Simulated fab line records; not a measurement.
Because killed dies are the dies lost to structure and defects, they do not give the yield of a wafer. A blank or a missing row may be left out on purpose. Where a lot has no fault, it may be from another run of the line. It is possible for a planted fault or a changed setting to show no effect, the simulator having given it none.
Chamber matching    flow sky130    4 sister chambers for SKY_VIA4_CMP_21 on cmp-01
The step polishes, stops on SiO2, t overpolish 25 s, target thk 0 nm. 8 wafers are shown with their chamber, then 12 later ones without.

== EACH WAFER AND ITS CHAMBER ==
wafer   chamber  motor current A (A)  time to endpoint s (s)
L085.4  3        11.4                 121
L085.5  2        13.1                 123
L087.1  3        10.7                 122
L087.2  2        11.8                 114
L087.3  0        11.0                 126
L088.3  1        11.5                 119
L088.5  1        11.3                 123
L088.6  0        11.0                 126

== WAFERS WITHOUT THEIR CHAMBER ==
wafer   motor current A (A)  time to endpoint s (s)
L089.3  12.0                 121
L089.5  10.8                 126
L089.6  11.6                 119
L090.1  11.7                 124
L090.4  12.9                 126
L090.5  11.5                 119
L096.1  13.7                 119
L096.3  11.2                 123
L096.4  12.1                 119
L097.1  10.2                 123
L097.2  12.3                 113
L097.5  13.0                 117

== WHICH CHAMBER EACH WENT THROUGH ==
wafer   from the rows above                in truth
L089.3  can't be placed: 2 or 1 or 3 or 0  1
L089.5  can't be placed: 0 or 3 or 1       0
L089.6  can't be placed: 1 or 3 or 2 or 0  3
L090.1  can't be placed: 1 or 3 or 0 or 2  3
L090.4  can't be placed: 2 or 1 or 0 or 3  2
L090.5  can't be placed: 1 or 3 or 2 or 0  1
L096.1  2                                  2
L096.3  can't be placed: 3 or 1 or 0       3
L096.4  can't be placed: 2 or 1 or 3       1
L097.1  can't be placed: 3 or 0 or 1       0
L097.2  can't be placed: 2 or 1 or 3       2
L097.5  2                                  2
Placed correctly: 2 of 12. Not placeable from these rows: 10 (in 10, the candidates include the true chamber). Number placed wrongly: 0.
How it was worked out, from the rows above alone: a wafer's distance from a chamber is the root of the sum, over the readings, of the square of ((its reading less the chamber's mean) divided by the reading's scatter). The wafer belongs to the nearest chamber; if the next one is less than 2 further off, it can't be placed. Each chamber's mean is taken over the wafers shown for it. The scatter is the square root of a quotient: the sum, over the shown wafers, of each reading's squared deviation from its chamber's mean, divided by wafers minus chambers.
